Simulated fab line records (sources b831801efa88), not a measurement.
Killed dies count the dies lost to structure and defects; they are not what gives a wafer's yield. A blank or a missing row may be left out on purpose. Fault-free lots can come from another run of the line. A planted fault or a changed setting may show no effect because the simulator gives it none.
Chamber matching    flow gf180mcu    GF_V5_CVD_02 on pecvd-04: 3 sister chambers
The step deposits SiO2 from TEOS, target thk 1450 nm, time 163.28 s. 3 wafers are shown with their chamber, then 12 later ones without.

## WAFERS PAIRED WITH THEIR CHAMBERS
wafer   chamber  heater power w (W)
L087.5  0        785
L088.1  1        543
L088.5  2        726

## WAFERS WITHOUT THEIR CHAMBER
wafer   heater power w (W)
L089.2  552
L089.3  824
L089.5  457
L092.1  767
L092.2  694
L092.3  558
L092.4  459
L092.5  820
L092.6  736
L097.1  535
L097.2  667
L097.6  727

## EACH ONE'S CHAMBER
wafer   from the rows above           in truth
L089.2  1                             1
L089.3  can't be placed: 0 or 2       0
L089.5  1                             1
L092.1  can't be placed: 0 or 2       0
L092.2  can't be placed: 2 or 0       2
L092.3  1                             1
L092.4  1                             1
L092.5  can't be placed: 0 or 2       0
L092.6  can't be placed: 2 or 0       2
L097.1  1                             1
L097.2  can't be placed: 2 or 0 or 1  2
L097.6  can't be placed: 2 or 0       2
Placed correctly: 5 of 12. Unplaceable from these rows: 7, with the true chamber sitting among the candidates in 7. 0 placed wrongly.
How it was worked out, from the rows above alone: a wafer's distance from a chamber is the root of the sum, over the readings, of the square of ((its reading less the chamber's mean) divided by the reading's scatter). The wafer belongs to the nearest chamber; if the next one is less than 2 further off, it can't be placed. For every chamber, the mean is computed from those of its wafers that are shown. The scatter (one wafer shown for each chamber): square how far every hidden wafer sits from the nearest shown wafer, average those squares and take the square root.
